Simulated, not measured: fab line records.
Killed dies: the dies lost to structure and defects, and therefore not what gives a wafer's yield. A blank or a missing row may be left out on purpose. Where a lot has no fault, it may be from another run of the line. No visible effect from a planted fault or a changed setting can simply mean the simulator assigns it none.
fab line records	flow sky130	part 2 of 2: steps 31 to 43 of 43
[record] lots = 5	wafers = 15	last_day = 49
route steps=708 shown SONOS_ONO@170 GATE_OXIDE@187 POLY_GATE@204 RES_PROTECT@206
lots that met no fault: taken from a fault-free run of the same line
start_h: hours from the record's opening day to when the first of the lot's shown wafers began	wait_h: hours elapsed since this lot's preceding step	" unchanged from the row above	L1.1+2: several wafers, shown together as one row	- value missing, or start not given	* or withheld: withheld	< > ~ a bound
route shown NAME@n: names a module that has steps shown in the file, with the first one's number in the route	usual: the fault-free wafers' mean and standard deviation	same: alike in all rows	chamber/n: place in a boat	sites: per-site readings	_std_site: standard deviation of those values	_edge_site: mean of outer sites minus mean of inner sites	radius_mm: for every site, how far away it sits from the centre of the wafer	mask NAME#n: copy n	behind: the most recent tool/chamber to have shaped the wafer	hold: what put the lot on hold/how long, in hours/how the hold closed	device: names the non-switching transistor (n, p or np)	end of line: the same wafers' tests at the end of the route	step lacking rows: just its recipe	killed: count of dies lost to structure and defects at first sort (not the wafer's yield)	map: dies across one wafer; x = killed, . = not, _ = none there
set.NAME: setting as actually run; set.NAME@STEP: the setting as run at that earlier step	model.NAME: the simulator's own value behind a step, which no gauge read
lots at selected steps of the route; one table per step, one row per wafer
services: the hour from which a tool's chamber was out of use, counted from the record's first day as start_h (under 0 if before that day), plus the number of hours and why
[[steps]]
[step SKY_GATE_OXIDE_STRIP_13]
[recipe] chemistry = O2/N2	power_w = 1400	pressure_mtorr = 1500	platen_temp_c = withheld	o2_flow_sccm = 3000	n2_flow_sccm = 300	overash_fraction = 0.5
[usual] drypump_motor_current_A = 5.4/0.53	oes_product_au = 0.716/0.0042	strip_time_to_endpoint_s = 14.19/0.042
lot.wafer	tool	chamber	start_h	wait_h	drypump_motor_current_A	oes_product_au	rf_hours_counter_h	strip_time_to_endpoint_s
L078.1	plasma_asher-02	1	334.91	0.0	5.5	0.713	61	14.18
L078.3	"	0	"	"	4.9	0.718	-	14.15
L078.4	"	1	"	"	5.5	0.719	-	14.16
L087.1	plasma_asher-01	0	417.08	0.0	4.9	0.706	60	14.21
L087.4	"	1	"	"	6.1	0.713	-	14.20
L087.5	"	0	"	"	4.9	0.719	-	14.21
L088.1	plasma_asher-01	1	430.09	0.0	6.1	0.719	61	14.21
L088.2	"	0	"	"	4.9	0.713	61	14.23
L088.4	"	1	"	"	6.1	0.713	-	14.21
L089.3	plasma_asher-02	1	440.54	0.0	5.5	0.719	-	14.19
L089.4	"	0	"	"	5.0	0.713	-	14.18
L089.5	"	1	"	"	5.5	0.718	-	14.19
L090.1	plasma_asher-04	1	449.49	0.0	5.3	0.715	33	14.13
L090.4	"	0	"	"	6.6	0.721	-	14.19
L090.5	"	1	"	"	5.3	0.721	-	14.09
[step SKY_GATE_OXIDE_TW_MEAS_14]
[usual] GATE_OXIDE_TW = 224.9/1.8
lot.wafer	tool	chamber	start_h	wait_h	GATE_OXIDE_TW
L078.1	film_metro-01	-	335.01	0.1	227.3
L078.3	"	-	"	"	226.9
L078.4	"	-	"	"	227.0
L087.1	film_metro-01	-	417.18	0.1	225.8
L087.4	"	-	"	"	227.2
L087.5	"	-	"	"	225.9
L088.1	film_metro-03	-	430.19	0.1	224.6
L088.2	"	-	"	"	223.3
L088.4	"	-	"	"	224.0
L089.3	film_metro-03	-	440.63	0.1	224.5
L089.4	"	-	"	"	225.1
L089.5	"	-	"	"	224.0
L090.1	film_metro-02	-	449.59	0.1	222.9
L090.4	"	-	"	"	223.4
L090.5	"	-	"	"	222.4
[step SKY_GATE_OXIDE_CLEAN_15]
[recipe] chemistry = SC1/SC2	mix = 1:4:20	temp_c = 70	time_s = 150	dry = n2_spin
[usual] temp_c = 70.01/0.12
[same] time_s = 150
lot.wafer	tool	chamber	start_h	wait_h	temp_c
L078.1	wet_bench-01	3	335.07	0.1	69.85
L078.3	"	3	"	"	69.96
L078.4	"	3	"	"	69.78
L087.1	wet_bench-01	1	417.24	0.1	70.10
L087.4	"	1	"	"	70.12
L087.5	"	1	"	"	70.09
L088.1	wet_bench-02	3	430.25	0.1	70.07
L088.2	"	3	"	"	70.02
L088.4	"	3	"	"	69.98
L089.3	wet_bench-01	2	440.67	0.0	70.15
L089.4	"	2	"	"	70.04
L089.5	"	2	"	"	70.09
L090.1	wet_bench-03	2	449.65	0.1	70.00
L090.4	"	2	"	"	69.86
L090.5	"	2	"	"	70.02
[step SKY_GATE_OXIDE_OXIDATION_16]
[recipe] temp_c = 800	ambient = O2	idle_temp_c = 700	ramp_up_c_per_min = 10	ramp_down_c_per_min = 3	stabilise_s = 600	purge_s = 300	target_thk_a = 35.7	ox_time_s = 1915
[usual] spike_tc_upper_C = 799.1/1
lot.wafer	tool	chamber	start_h	wait_h	spike_tc_upper_C
L078.1	furnace-01	0	335.48	0.3	798.8
L078.3	"	0	"	"	797.9
L078.4	"	0	"	"	797.9
L087.1	furnace-01	0	418.63	1.3	798.6
L087.4	"	0	"	"	798.2
L087.5	"	0	"	"	798.3
L088.1	furnace-01	0	430.89	0.6	797.8
L088.2	"	0	"	"	798.0
L088.4	"	0	"	"	799.7
L089.3	furnace-01	0	441.50	0.8	797.4
L089.4	"	0	"	"	799.9
L089.5	"	0	"	"	800.4
L090.1	furnace-01	0	449.75	0.0	797.8
L090.4	"	0	"	"	800.1
L090.5	"	0	"	"	797.5
[step SKY_POLY_GATE_CVD_00]
[recipe] material = poly-Si	target_thk_nm = 180	temp_c = 620	time_s = 720	pressure_mtorr = 200
[usual] spike_tc_upper_C = 619.4/1.2
[same] time_s = 720
lot.wafer	tool	chamber	start_h	wait_h	spike_tc_upper_C
L078.1	lpcvd-01	1	337.01	0.0	619.2
L078.3	"	1	"	"	620.3
L078.4	"	1	"	"	620.3
L087.1	lpcvd-01	1	420.16	0.0	618.5
L087.4	"	1	"	"	619.8
L087.5	"	1	"	"	619.4
L088.1	lpcvd-01	0	432.42	0.0	619.1
L088.2	"	0	"	"	619.4
L088.4	"	0	"	"	618.5
L089.3	lpcvd-01	1	443.03	0.0	621.0
L089.4	"	1	"	"	620.9
L089.5	"	1	"	"	621.1
L090.1	lpcvd-01	1	451.28	0.0	621.7
L090.4	"	1	"	"	619.6
L090.5	"	1	"	"	623.0
[step SKY_POLY_GATE_THK_MEAS_01]
[recipe] reads = poly-Si_of_POLY_GATE_CVD_00
[usual] POLY_GATE_CVD_00_THK = 179.3/1.7
lot.wafer	tool	chamber	start_h	wait_h	POLY_GATE_CVD_00_THK[nm]
L078.1	film_metro-04	-	338.21	0.0	181.9
L078.3	"	-	"	"	178.6
L078.4	"	-	"	"	180.5
L087.1	film_metro-01	-	421.36	0.0	179.9
L087.4	"	-	"	"	179.8
L087.5	"	-	"	"	180.8
L088.1	film_metro-02	-	433.62	0.0	180.2
L088.2	"	-	"	"	180.0
L088.4	"	-	"	"	179.6
L089.3	film_metro-02	-	444.25	0.0	179.2
L089.4	"	-	"	"	180.3
L089.5	"	-	"	"	178.7
L090.1	film_metro-01	-	453.08	0.0	176.7
L090.4	"	-	"	"	178.6
L090.5	"	-	"	"	178.2
[step SKY_RES_PROTECT_DEHYDRATE_00]
[recipe] temp_c = 200	time_s = 60
[same] time_s = 60
lot.wafer	tool	chamber	start_h	wait_h
L078.1+3+4	litho_track-01	0	351.02	12.8
L087.1+4+5	litho_track-01	0	435.82	14.5
L088.1+2+4	litho_track-04	0	448.47	14.8
L089.3+4+5	litho_track-04	0	458.97	14.7
L090.1+4+5	litho_track-01	0	467.72	14.6
[step SKY_RES_PROTECT_HMDS_01]
[recipe] prime_time_s = 60	prime_temp_c = 120
lot.wafer	tool	chamber	start_h	wait_h
L078.1+3+4	litho_track-01	0	351.17	0.1
L087.1+4+5	litho_track-01	0	435.97	0.1
L088.1+2+4	litho_track-04	0	448.62	0.1
L089.3+4+5	litho_track-04	0	459.12	0.1
L090.1+4+5	litho_track-01	0	467.87	0.1
[step SKY_RES_PROTECT_COAT_02]
[recipe] resist = NOVOLAK	spin_rpm = 3000	resist_thk_nm = 1140
lot.wafer	tool	chamber	start_h	wait_h
L078.1+3+4	litho_track-01	0	351.32	0.1
L087.1+4+5	litho_track-01	0	436.12	0.1
L088.1+2+4	litho_track-04	0	448.77	0.1
L089.3+4+5	litho_track-04	0	459.27	0.1
L090.1+4+5	litho_track-01	0	468.02	0.1
[step SKY_RES_PROTECT_SOFTBAKE_03]
[recipe] temp_c = 90	time_s = 60	resist = NOVOLAK
[same] time_s = 60
lot.wafer	tool	chamber	start_h	wait_h
L078.1+3+4	litho_track-01	0	351.47	0.1
L087.1+4+5	litho_track-01	0	436.27	0.1
L088.1+2+4	litho_track-04	0	448.92	0.1
L089.3+4+5	litho_track-04	0	459.42	0.1
L090.1+4+5	litho_track-01	0	468.17	0.1
[step SKY_RES_PROTECT_EXPOSE_04]
[recipe] mask_id = RPM	na = 0.6	source_shape = conventional	sigma_outer = 0.6	polarization = unpolarized	target_cd_nm = 1270	dose_mj = 131
lot.wafer	tool	chamber	start_h	wait_h	mask
L078.1+3+4	iline_stepper-02	0	-	-	RPM#0
L087.1+4+5	iline_stepper-02	0	-	-	RPM#0
L088.1+2+4	iline_stepper-02	0	-	-	RPM#0
L089.3+4+5	iline_stepper-02	0	-	-	RPM#0
L090.1+4+5	iline_stepper-02	0	-	-	RPM#0
[step SKY_RES_PROTECT_PEB_05]
[recipe] temp_c = withheld	time_s = *	resist = NOVOLAK
[same] time_s = *
lot.wafer	tool	chamber	start_h	wait_h
L078.1+3+4	litho_track-01	0	-	-
L087.1+4+5	litho_track-02	0	-	-
L088.1+2+4	litho_track-01	0	-	-
L089.3+4+5	litho_track-04	0	-	-
L090.1+4+5	litho_track-04	0	-	-
[step SKY_RES_PROTECT_DEVELOP_06]
[recipe] resist = NOVOLAK	developer = TMAH	develop_time_s = 60	dev_temp_c = 23
lot.wafer	tool	chamber	start_h	wait_h
L078.1+3+4	litho_track-01	0	365.87	0.1
L087.1+4+5	litho_track-02	0	452.15	0.1
L088.1+2+4	litho_track-01	0	464.42	0.1
L089.3+4+5	litho_track-04	0	474.22	0.1
L090.1+4+5	litho_track-04	0	483.92	0.1
[[services]]
tool	chamber	start_h	hours	kind
iline_stepper-02	-	279.05	1.7	pm
rie_diel-01	-	285.52	0.3	repair
implanter-03	-	289.94	3.0	repair
wet_bench-02	-	297.26	1.0	repair
implanter-02	-	307.51	2.4	repair
wet_bench-02	-	314.36	1.9	pm
implanter-03	-	315.37	2.4	repair
furnace-01	-	324.62	3.5	pm
plasma_asher-03	-	338.23	4.0	repair
rie_diel-02	0	339.60	7.6	repair
rie_diel-01	-	351.23	14.6	pm
rie_diel-02	-	354.53	0.7	repair
wet_bench-01	-	356.06	2.9	repair
lpcvd-02	-	375.22	0.8	repair
rie_diel-02	3	384.89	6.0	repair
plasma_asher-03	-	386.30	14.6	pm
rie_diel-01	-	393.56	1.1	repair
plasma_asher-02	-	416.88	3.7	repair
plasma_asher-02	-	421.25	9.0	pm
iline_stepper-02	-	437.25	2.1	pm
wet_bench-02	-	448.12	0.9	repair
iline_stepper-01	-	454.71	2.1	pm
wet_bench-02	-	459.66	0.7	repair
plasma_asher-02	-	478.98	2.8	pm
